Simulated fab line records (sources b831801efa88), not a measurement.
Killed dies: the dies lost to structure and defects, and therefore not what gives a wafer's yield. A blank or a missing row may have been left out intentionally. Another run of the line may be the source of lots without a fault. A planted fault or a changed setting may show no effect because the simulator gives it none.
2 desks looking at one fault + flow gf180mcu + only its own numbers are on each desk; what lay behind them is given at the end

== TOOL OWNER'S DESK, pecvd-03 ==
The tool's own readings at GF_V3_CVD_02 (deposits SiO2 from TEOS, target thk 850 nm, time 94.851 s): means of the sampled wafers that have a number, for each lot that ran on this tool. If a lot's mean is further than 4 standard deviations from the usual mean, the lot is out of limits and carries the mark OUT (the distance appears in the brackets).
Columns: A = heater power w at GF_V3_CVD_02, usual 672 W; B = susceptor temp C at GF_V3_CVD_02, usual 400.01 C
| lot  | first seen here | A   | B      |
|------|-----------------|-----|--------|
| L283 | day 22 02:26    | 636 | 400.09 |
| L288 | day 23 14:17    | 601 | 400.07 |
| L289 | day 24 04:40    | 666 | 399.91 |
| L290 | day 24 11:19    | 693 | 400.01 |
| L295 | day 26 03:53    | 646 | 399.74 |
| L296 | day 26 13:40    | 634 | 400.01 |
This desk found nothing out of limits on any of the 6 lots.

== THE METROLOGY DESK ==
Lot by lot, what the gauges showed, no matter which tool ran the lot: averages of those sampled wafers that carry a number. If a lot's mean is further than 4 standard deviations from the usual mean, the lot is out of limits and carries the mark OUT (the distance appears in the brackets).
Columns: A = cd nm at GF_V2_CD_MEAS_14, usual 260.3 nm; B = V3_CVD_02_THK at GF_V3_THK_MEAS_03, usual 849 nm; C = V3_OVL at GF_V3_OVL_MEAS_15, usual 0 nm
| lot  | first seen here | A     | B              | C   |
|------|-----------------|-------|----------------|-----|
| L282 | day 20 07:35    | 259.9 | 849            | 3   |
| L283 | day 21 00:34    | 260.8 | 840            | -1  |
| L284 | day 21 13:14    | 261.7 | 852            | 5   |
| L287 | day 22 09:33    | 258.8 | 855            | -1  |
| L288 | day 22 12:11    | 260.3 | 857            | -2  |
| L289 | day 23 03:11    | 260.3 | 851            | 0   |
| L290 | day 23 09:53    | 260.9 | 853            | 8   |
| L291 | day 23 18:29    | 259.2 | 844            | -10 |
| L295 | day 25 04:19    | 260.6 | 741 (-7.7) OUT | -8  |
| L296 | day 25 13:58    | 260.7 | 755 (-6.7) OUT | -0  |
| L304 | day 28 04:13    | 262.4 | 839            | 6   |
| L305 | day 28 07:30    | 261.6 | 838            | -8  |
Per this desk, out of limits: L295, L296; the first was L295, day 26 03:58 (V3_CVD_02_THK at GF_V3_THK_MEAS_03). L282, L283, L284, L287, L288, L289, L290, L291, L304, L305 stayed within limits.

== TAKEN TOGETHER ==
At day 26 03:58 the metrology desk could have sounded an alarm, on L295, L296.
Nothing out of limits was seen by the tool owner's desk.
Tool owner's desk: L295, L296 on record, inside its limits.
On pecvd-03, each named lot ran GF_V3_CVD_02.

== WHAT WAS PUT IN BY THE SIMULATOR ==
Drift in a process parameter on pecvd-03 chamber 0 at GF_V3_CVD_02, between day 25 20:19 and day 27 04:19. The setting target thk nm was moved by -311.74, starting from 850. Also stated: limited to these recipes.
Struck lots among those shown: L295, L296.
Time in hours between the start of the fault and the first out-of-limits reading at each desk: metrology desk, 8.
